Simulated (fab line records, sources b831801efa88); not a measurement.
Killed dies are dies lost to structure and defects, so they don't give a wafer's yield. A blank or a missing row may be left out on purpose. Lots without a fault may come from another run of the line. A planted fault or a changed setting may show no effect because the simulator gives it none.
A struck lot beside a sound one | flow gf180mcu | 33 steps out of a route of 602
Sound: wafers L611.2, L611.5, L611.6. Struck: wafers L625.2, L625.3, L625.6. The cause comes at the end.
At each step with rows: each side's tool, then ch and its chambers, then its first start. Under that, the readings that differ: sound wafers | struck wafers | difference of the means | sigmas: that difference in standard deviations of wafers without a fault.
alike: readings whose means differ by less than 2 such deviations, and words and numbers that are the same on both sides. not compared: withheld readings, readings that some wafer has no value for, bounds like >300 that may hide the same value, and numbers for which the record gives no deviation and whose values overlap.
The two part at a step that has a row with sigmas, a row that says differs or no value, or rows on one side only. Numbers that don't overlap but have no deviation are shown without sigmas and don't part them. A reading that every wafer of one side lacks parts them only if that side has two wafers or more.

first, 6 steps without rows for these wafers: GF_DNWELL_COAT_02 (resist thk 3000 nm); GF_DNWELL_SOFTBAKE_03; GF_DNWELL_EXPOSE_04 (exposes mask DNWELL, target cd 1700 nm); GF_DNWELL_PEB_05; GF_DNWELL_DEVELOP_06 (develop time 60 s); GF_DNWELL_IMPLANT_07.
GF_DNWELL_STRIP_08: strips in O2/N2.
  sound on plasma_asher-01 ch 0,1, day 3 01:42; struck on plasma_asher-01 ch 0,1, day 6 01:17
  alike: drypump_motor_current_A, heater_power_w, oes_product_au, strip_time_to_endpoint_s
  not compared: rf_hours_counter_h
GF_DNWELL_TW_MEAS_09:
  sound on film_metro-02, day 3 01:49; struck on film_metro-01, day 6 01:24
  alike: DNWELL_TW
then, 4 steps without rows for these wafers: GF_NWELL_DEHYDRATE_00 (time 60 s); GF_NWELL_HMDS_01 (prime time 60 s); GF_NWELL_COAT_02 (resist thk 3000 nm); GF_NWELL_SOFTBAKE_03.
GF_NWELL_EXPOSE_04: exposes mask Nwell, target cd 860 nm.
  sound on iline_stepper-02 ch 0, day 3 08:04; struck on iline_stepper-01 ch 0, day 6 08:56
  reading | sound                   | struck                        | difference | sigmas
  mask    | Nwell#0 Nwell#0 Nwell#0 | LVPWELL#0 LVPWELL#0 LVPWELL#0 | differs    |
then, 2 steps without rows for these wafers: GF_NWELL_PEB_05; GF_NWELL_DEVELOP_06 (develop time 60 s).
GF_NWELL_OVL_MEAS_07:
  sound on overlay-02, day 3 14:21; struck on overlay-02, day 6 16:44
  reading        | sound          | struck | difference                    | sigmas
  NWELL_OVL (nm) | -1.0 -1.9 -0.2 | - - -  | no value on the struck wafers |
then, 2 steps without rows for these wafers: GF_NWELL_IMPLANT_08; GF_NWELL_IMPLANT_09.
GF_NWELL_STRIP_10: strips in O2/N2.
  sound on plasma_asher-02 ch 0,1, day 3 14:41; struck on plasma_asher-03 ch 0,1, day 6 17:04
  alike: drypump_motor_current_A, heater_power_w, oes_product_au, strip_time_to_endpoint_s
  not compared: rf_hours_counter_h
GF_NWELL_TW_MEAS_11:
  sound on film_metro-01, day 3 14:47; struck on film_metro-02, day 6 17:11
  reading  | sound          | struck   | difference | sigmas
  NWELL_TW | 1582 1590 1595 | 30 30 29 | -1559      | -68
then, 7 steps without rows for these wafers: GF_LVPWELL_DEHYDRATE_00 (time 60 s); GF_LVPWELL_HMDS_01 (prime time 60 s); GF_LVPWELL_COAT_02 (resist thk 3000 nm); GF_LVPWELL_SOFTBAKE_03; GF_LVPWELL_EXPOSE_04 (exposes mask LVPWELL, target cd 600 nm); GF_LVPWELL_PEB_05; GF_LVPWELL_DEVELOP_06 (develop time 60 s).
GF_LVPWELL_OVL_MEAS_07:
  sound on overlay-01, day 4 04:03; struck on overlay-02, day 7 08:48
  reading          | sound          | struck      | difference | sigmas
  LVPWELL_OVL (nm) | -2.2 -3.4 -2.2 | 0.7 1.6 0.6 | +3.6       | +2
then, 2 steps without rows for these wafers: GF_LVPWELL_IMPLANT_08; GF_LVPWELL_IMPLANT_09.
GF_LVPWELL_STRIP_10: strips in O2/N2.
  sound on plasma_asher-04 ch 0,1, day 4 04:23; struck on plasma_asher-01 ch 0, day 7 09:08
  alike: drypump_motor_current_A, heater_power_w, oes_product_au, strip_time_to_endpoint_s
  not compared: rf_hours_counter_h
GF_LVPWELL_TW_MEAS_11:
  sound on film_metro-01, day 4 04:29; struck on film_metro-03, day 7 09:14
  reading    | sound       | struck         | difference | sigmas
  LVPWELL_TW | 566 569 564 | 1559 1557 1555 | +991       | +99 or more
then, 1 step without rows for these wafers: GF_MVSD_DEHYDRATE_00 (time 60 s).

WHERE THEY PART
First at GF_NWELL_EXPOSE_04; last, within this record, at GF_LVPWELL_TW_MEAS_11.

WHY: what the simulator had put in
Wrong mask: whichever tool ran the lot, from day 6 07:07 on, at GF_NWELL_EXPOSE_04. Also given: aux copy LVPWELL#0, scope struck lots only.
